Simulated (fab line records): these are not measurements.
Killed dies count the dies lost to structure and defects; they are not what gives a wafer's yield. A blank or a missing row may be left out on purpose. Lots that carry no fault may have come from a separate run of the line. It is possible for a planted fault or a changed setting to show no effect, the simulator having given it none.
Comparing a struck lot with a sound one :: flow sky130 :: 43 steps out of a route of 708
Sound: these wafers, L809.2, L809.3, L809.5. Struck: wafer L816.3. (L816.1, L816.4 of the same lot were not struck and are left out.) The cause comes at the end.
At each step with rows: each side's tool, then ch and its chambers, then its first start. Under that, the readings that differ: sound wafers :: struck wafers :: difference of the means :: sigmas: that difference in standard deviations of wafers without a fault.
alike: a reading whose means differ by less than 2 such deviations, as well as words and numbers matching on both sides. not compared: withheld readings; readings where some wafer has no value; bounds like >300 that might hide an equal value; numbers whose values overlap and for which the record gives no deviation.
Wherever a step has rows on one side only, a row that says differs or no value, or a row with sigmas, the two part there. Numbers that don't overlap but have no deviation are shown without sigmas and don't part them. A reading missing from all wafers of one side parts the sides only when that side holds two or more wafers.

first, 6 steps without rows for these wafers: SKY_VIA3_ETCH_14 (etches BARC in N2/H2, stops on SiO2, time 45.9 s, target depth 60 nm); SKY_VIA3_ETCH_15 (etches SiO2 in C4F8/O2/Ar, stops on TiN, target depth 507 nm, time 78 s); SKY_VIA3_STRIP_16 (strips in O2/N2); SKY_VIA3_STRIP_17 (strips in post etch residue remover, time 1200 s); SKY_VIA3_CLEAN_18 (cleans in IPA, time 180 s); SKY_VIA3_CLEAN_19 (cleans in O3/DIW).
SKY_VIA3_SPUTTER_20: material TiN, target thk 20 nm, time 80 s.
  sound: pvd-sputter-04 at day 41 16:02; struck: pvd-sputter-01 at day 43 03:34
  alike: throttle-valve-pct
then, 1 step without rows for these wafers: SKY_VIA3_CVD_21 (deposits W, target thk 390 nm, time 117.31 s).
SKY_VIA3_RS_MEAS_22: a four-point-probe measurement.
  sound: film-metro-04 at day 41 16:14; struck: film-metro-02 at day 43 03:44
  alike: VIA3_W_RS
SKY_VIA3_THK_MEAS_23: measures by xrf.
  sound: film-metro-04 at day 41 16:21; struck: film-metro-02 at day 43 03:52
  alike: VIA3_W_THK
then, 1 step without rows for these wafers: SKY_VIA3_CMP_24 (polishes, stops on SiO2, t overpolish 20 s, target thk 0 nm).
SKY_METAL4_SPUTTER_00: material Ti, target thk 15 nm, time 10 s.
  sound: pvd-sputter-03 at day 41 16:42; struck: pvd-sputter-04 at day 43 04:13
  alike: throttle-valve-pct
SKY_METAL4_SPUTTER_01: material TiN, target thk 20 nm, time 16.7 s.
  sound: pvd-sputter-03 at day 41 16:43; struck: pvd-sputter-04 at day 43 04:15
  alike: throttle-valve-pct
then, 3 steps without rows for these wafers: SKY_METAL4_SPUTTER_02 (material AlCu, target thk 735 nm, time 39.1 s); SKY_METAL4_SPUTTER_03 (material Ti, target thk 5 nm, time 3.3 s); SKY_METAL4_SPUTTER_04 (material TiN, target thk 70 nm, time 58.3 s).
SKY_CAP2M_CVD_00: deposits SiO2, target thk 15.5 nm.
  sound on pecvd-04 ch 0,1,2, day 41 16:51; struck on pecvd-02 ch 0, day 43 04:23
  alike: heater-power-w
SKY_CAP2M_THK_MEAS_01:
  sound: film-metro-01 at day 41 16:53; struck: film-metro-01 at day 43 04:25
  alike: CAP2M_CVD_00_THK
SKY_CAP2M_SPUTTER_02: material TiN, target thk 200 nm, time 166.7 s.
  sound: pvd-sputter-01 at day 41 16:56; struck: pvd-sputter-03 at day 43 04:28
  alike: substrate-temp-c, throttle-valve-pct
SKY_CAP2M_RS_MEAS_03: a four-point-probe measurement.
  sound: film-metro-04 at day 41 17:04; struck: film-metro-04 at day 43 04:35
  alike: CAP2M_TIN_RS
SKY_CAP2M_THK_MEAS_04: measures by xrf.
  sound: film-metro-04 at day 41 17:10; struck: film-metro-04 at day 43 04:42
reading: CAP2M_TIN_THK (nm)
sound: 202 201 204
struck: 195
difference: -7
sigmas: -2
then, 7 steps without rows for these wafers: SKY_CAP2M_DEHYDRATE_05 (time 60 s); SKY_CAP2M_HMDS_06 (prime time 60 s); SKY_CAP2M_COAT_07 (resist thk 1140 nm); SKY_CAP2M_SOFTBAKE_08 (time 60 s); SKY_CAP2M_EXPOSE_09 (exposes mask CAP2M, target cd 1000 nm); SKY_CAP2M_PEB_10; SKY_CAP2M_DEVELOP_11 (develop time 60 s).
SKY_CAP2M_OVL_MEAS_12:
  sound: overlay-01 at day 42 16:25; struck: overlay-02 at day 44 02:55
  alike: CAP2M_OVL
SKY_CAP2M_METAL_ETCH_13: etches TiN in Cl2/BCl3, stops on SiO2, target depth 220 nm, time 62.9 s.
  sound on rie-metal-04 ch 0,1, day 42 16:27; struck on rie-metal-03 ch 0, day 44 02:58
reading: oes-product-au (a.u.)
sound: 0.946 0.946 0.946
struck: 0.925
difference: -0.021
sigmas: -2
  alike: drypump-motor-current-A, throttle-valve-pct
  not compared: rf-hours-counter-h
then, 12 steps without rows for these wafers: SKY_CAP2M_STRIP_14 (strips in O2/N2); SKY_CAP2M_STRIP_15 (strips in post etch residue remover, time 1200 s); SKY_CAP2M_CLEAN_16 (cleans in IPA, time 180 s); SKY_CAP2M_CLEAN_17 (cleans in O3/DIW); SKY_METAL4_DEHYDRATE_05 (time 60 s); SKY_METAL4_HMDS_06 (prime time 60 s); SKY_METAL4_COAT_07 (resist thk 60 nm); SKY_METAL4_COAT_08 (resist thk 1140 nm); SKY_METAL4_SOFTBAKE_09 (time 90 s); SKY_METAL4_EXPOSE_10 (exposes mask MM4, target cd 300 nm); SKY_METAL4_PEB_11; SKY_METAL4_DEVELOP_12 (develop time 60 s).
-- the record jumps here: 5 days lie between the struck wafers' starts before and after (it left off in module METAL4 and takes up again in module PAD_OPEN, whose first step shown is number 708 of the route) --
SKY_PAD_OPEN_PROBE_99:
  sound: prober-01 at day 47 11:23; struck: prober-02 at day 48 18:05
reading: defect-limited-yield (%)
sound: 83.1 82.9 81.9
struck: 74.0
difference: -8.6
sigmas: -5

reading: killed_at_M4_up
sound: 7 4 5
struck: 48
difference: +43
sigmas: +21

reading: killed-dies
sound: 83 84 89
struck: 128
difference: +43
sigmas: +5

reading: killed-on-rim
sound: 15 18 24
struck: 30
difference: +11
sigmas: +3

reading: sort_bin_3_pad_short (%)
sound: 1.0 1.8 1.2
struck: 3.9
difference: +2.6
sigmas: +6

reading: sort_bin_5_function (%)
sound: 8.9 9.8 8.9
struck: 15.9
difference: +6.7
sigmas: +5

reading: sort-n-pass
sound: 409 408 403
struck: 364
difference: -43
sigmas: -5

reading: sort-yield-pct (%)
sound: 83.1 82.9 81.9
struck: 74.0
difference: -8.6
sigmas: -5

reading: model.etest.tester.sort-n-pass
sound: 409 408 403
struck: 364
difference: -43
sigmas: 

reading: model.etest.tester.sort-yield-pct (%)
sound: 83.13 82.93 81.91
struck: 73.98
difference: -8.68
sigmas: 

reading: model.etest.tester.sort_bin_5_pct (%)
sound: 8.943 9.756 8.943
struck: 15.85
difference: +6.64
sigmas: 

reading: model.etest.tester.sort_bin_3_pct (%)
sound: 1.016 1.829 1.22
struck: 3.862
difference: +2.507
sigmas: 
  alike: killed_at_M0_to_M3, killed-at-contacts, killed-at-front-end, killed-at-other, killed-open, killed-short, sort_bin_6_memory

## WHERE THEY PART
Earliest at SKY_CAP2M_THK_MEAS_04; latest, in this record, at SKY_PAD_OPEN_PROBE_99.

WHY: what had been put in by the simulator
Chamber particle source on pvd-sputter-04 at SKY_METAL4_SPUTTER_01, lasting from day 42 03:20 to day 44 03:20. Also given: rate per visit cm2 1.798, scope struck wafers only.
